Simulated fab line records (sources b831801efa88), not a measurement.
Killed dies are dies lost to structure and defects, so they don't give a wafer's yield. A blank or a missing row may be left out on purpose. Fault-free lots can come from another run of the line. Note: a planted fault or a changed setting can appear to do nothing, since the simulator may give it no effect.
What tool caused it? ; flow gf180mcu ; 24 lots, 72 wafers sampled, at 2 steps of a route of 602

## WHAT EACH GAUGE READ, for each wafer
GF_V1_OVL_MEAS_15. Usual: V1_OVL gives -2 nm (standard deviation 6.6).
lot;measured;on;V1_OVL (nm);flag
L074;day 17 21:14;overlay-01;-8 -5 2;
L075;day 18 06:02;overlay-02;-6 -18 5;
L076;day 18 13:53;overlay-01;-9 -8 -2;
L077;day 19 10:59;overlay-01;-3 1 4;
L078;day 19 18:34;overlay-01;5 6 5;
L079;day 20 05:18;overlay-01;-2 -6 -6;
L080;day 20 11:08;overlay-01;-4 6 5;
L081;day 20 13:34;overlay-02;-7 5 -8;
L082;day 21 10:07;overlay-02;0 7 4;
L083;day 21 12:18;overlay-01;-4 -1 4;
L084;day 21 19:41;overlay-02;0 6 -7;
L085;day 22 05:35;overlay-01;-16 -6 -20;
L086;day 22 15:47;overlay-01;0 2 2;
L087;day 23 03:25;overlay-01;-2 -6 3;
L088;day 23 21:39;overlay-02;-1 -6 -10;
L089;day 24 00:35;overlay-01;6 -8 5;
L090;day 24 05:42;overlay-01;-14 -1 -15;
L091;day 24 13:49;overlay-02;-7 -4 0;
L092;day 24 23:59;overlay-02;-8 -10 -6;
L093;day 25 01:20;overlay-02;8 6 3;
L094;day 25 10:23;overlay-02;-8 -3 -4;
L095;day 25 16:42;overlay-01;6 4 2;
L096;day 25 20:19;overlay-02;1 -2 2;
L097;day 26 05:12;overlay-02;-11 -5 1;

## WHICH TOOL RAN EACH LOT (tool, then ch and the chambers of the sampled wafers, then the start)
lot;GF_SALICIDE_SPUTTER_03
L074;pvdSputter-03, day 14 22:00
L075;pvdSputter-01, day 15 06:45
L076;pvdSputter-03, day 15 13:13
L077;pvdSputter-02, day 16 07:50
L078;pvdSputter-03, day 16 15:16
L079;pvdSputter-03, day 17 01:03
L080;pvdSputter-02, day 17 06:09
L081;pvdSputter-03, day 17 09:18
L082;pvdSputter-03, day 18 06:34
L083;pvdSputter-02, day 18 07:20
L084;pvdSputter-01, day 18 16:34
L085;pvdSputter-03, day 19 00:48
L086;pvdSputter-01, day 19 12:31
L087;pvdSputter-01, day 20 00:53
L088;pvdSputter-02, day 20 19:25
L089;pvdSputter-02, day 20 23:37
L090;pvdSputter-01, day 21 03:49
L091;pvdSputter-03, day 21 13:07
L092;pvdSputter-02, day 21 23:47
L093;pvdSputter-02, day 22 01:19
L094;pvdSputter-01, day 22 10:18
L095;pvdSputter-03, day 22 16:47
L096;pvdSputter-03, day 22 21:27
L097;pvdSputter-01, day 23 06:50
- GF_SALICIDE_SPUTTER_03: material TiN, target thk 20 nm, time 16.7 s.

## AS READ BY THE TOOLS THEMSELVES (means over the sampled wafers that have a number; for cases with no such wafer, the mark the record gives instead)
GF_SALICIDE_SPUTTER_03. Usual: throttleValvePct reads 30.4 % (standard deviation 0.6).
lot;tool;throttleValvePct (%);flag
L074;pvdSputter-03;29.9;
L075;pvdSputter-01;30.3;
L076;pvdSputter-03;29.8;
L077;pvdSputter-02;30.2;
L078;pvdSputter-03;29.9;
L079;pvdSputter-03;30.0;
L080;pvdSputter-02;30.2;
L081;pvdSputter-03;29.9;
L082;pvdSputter-03;30.3;
L083;pvdSputter-02;30.0;
L084;pvdSputter-01;30.4;
L085;pvdSputter-03;30.2;
L086;pvdSputter-01;31.5;
L087;pvdSputter-01;31.3;
L088;pvdSputter-02;30.8;
L089;pvdSputter-02;30.0;
L090;pvdSputter-01;31.1;
L091;pvdSputter-03;30.4;
L092;pvdSputter-02;30.3;
L093;pvdSputter-02;29.9;
L094;pvdSputter-01;30.5;
L095;pvdSputter-03;30.0;
L096;pvdSputter-03;30.0;
L097;pvdSputter-01;30.4;

## THE ANSWER, worked out from the rows above alone
Rule: a lot is off if the mean of its wafers that have a number lies more than 3 standard deviations from the usual mean. Also off: a lot with no number at a reading for which 4 or more lots have one. The other lots that the step has rows for count as sound. After the gauges, taken in route order, come the tools' own readings; for these a lot's mean is taken, as printed above. The first step at which some lot is off is used, and at that step the reading that is off furthest; a lot without a number counts as furthest.
Nothing can be told from this: no lot is off at any reading shown.

## WHAT THE SIMULATOR HAD PUT IN
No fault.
